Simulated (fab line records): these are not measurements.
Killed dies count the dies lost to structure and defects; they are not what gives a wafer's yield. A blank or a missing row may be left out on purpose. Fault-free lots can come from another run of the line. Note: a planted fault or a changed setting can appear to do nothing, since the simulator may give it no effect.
Which tool was responsible? + flow sky130 + 14 lots (42 wafers sampled), 1 step of a 708-step route

== WHAT THE GAUGES SHOWED, per wafer ==
No reading from a measuring or inspecting step in the record can be judged against a usual standard deviation.

== WHAT TOOL EACH LOT RAN ON (gives the tool, then ch and the chambers of the sampled wafers, and finally the start) ==
| lot  | SKY_LOCAL_INTERCONNECT_DEVELOP_10 |
|------|-----------------------------------|
| L137 | litho-track-04 ch 0, day 30 04:00 |
| L139 | litho-track-01 ch 0, day 30 18:00 |
| L138 | litho-track-03 ch 0, day 31 03:00 |
| L140 | litho-track-03 ch 0, day 31 07:00 |
| L141 | litho-track-04 ch 0, day 31 22:00 |
| L142 | litho-track-03 ch 0, day 32 01:00 |
| L144 | litho-track-01 ch 0, day 32 20:00 |
| L147 | litho-track-03 ch 0, day 33 13:00 |
| L148 | litho-track-04 ch 0, day 36 15:00 |
| L156 | litho-track-01 ch 0, day 36 18:00 |
| L155 | litho-track-03 ch 0, day 36 18:00 |
| L154 | litho-track-01 ch 0, day 36 19:00 |
| L157 | litho-track-01 ch 0, day 36 20:00 |
| L158 | litho-track-03 ch 0, day 36 21:00 |
- SKY_LOCAL_INTERCONNECT_DEVELOP_10: develop time 60 s.

== AS READ BY THE TOOLS THEMSELVES (means over the sampled wafers that have a number; for cases with no such wafer, the mark the record gives instead) ==
SKY_LOCAL_INTERCONNECT_DEVELOP_10.
| lot  | tool           | developer-temp-C (C) |
|------|----------------|----------------------|
| L137 | litho-track-04 | 21.07                |
| L139 | litho-track-01 | 21.04                |
| L138 | litho-track-03 | 21.02                |
| L140 | litho-track-03 | 21.03                |
| L141 | litho-track-04 | 20.99                |
| L142 | litho-track-03 | 21.04                |
| L144 | litho-track-01 | 20.96                |
| L147 | litho-track-03 | 21.14                |
| L148 | litho-track-04 | 20.91                |
| L156 | litho-track-01 | 21.00                |
| L155 | litho-track-03 | 20.99                |
| L154 | litho-track-01 | 23.03                |
| L157 | litho-track-01 | 23.10                |
| L158 | litho-track-03 | 20.83                |

== THE ANSWER, worked out from the rows above alone ==
Rule: what is usual is taken from the lots themselves. The widest of any qualifying gaps counts: lots, ordered by their means at a reading, are off when they make up no more than a third of the lots, leave a main group of 4 or more, and stand apart from it by 3 or more times the standard deviation of that group's means. The tables above print the reading to a certain number of digits; a main group whose means all agree to those digits is not used. Also off: a lot with no number at a reading for which 4 or more lots have one. All remaining lots with rows at the step are treated as sound. First the gauges in route order, then the tools' own readings, where a lot's mean is used as printed above. At the first step where some lot is off, the reading lying furthest off is the one used; lots without a number count as furthest.
Off, at SKY_LOCAL_INTERCONNECT_DEVELOP_10 on developer-temp-C: L154, L157. The main group: mean 21.00 C, standard deviation 0.075.
If a tool, at that step or one of the process steps before it, ran each lot that is off and ran no sound lot following the first of them, it fits. One candidate fits, namely litho-track-01 at SKY_LOCAL_INTERCONNECT_DEVELOP_10. A fault onset in the window from L156 (day 36 18:00, its last sound lot) to L154 (day 36 19:00, its first lot off) fits.
The tool's own readings at SKY_LOCAL_INTERCONNECT_DEVELOP_10 bear it out: on the lots that are off they differ by more than 5 times the standard deviation of the sound lots' means. developer-temp-C reads 23.07 C there against 21.00 C on the sound lots.

== WHAT THE SIMULATOR HAD PUT IN ==
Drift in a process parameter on litho-track-01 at SKY_LOCAL_INTERCONNECT_DEVELOP_10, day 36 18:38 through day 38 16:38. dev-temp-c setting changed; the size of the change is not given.
Struck lots among those shown: L154, L157. Same finding as the rule above.
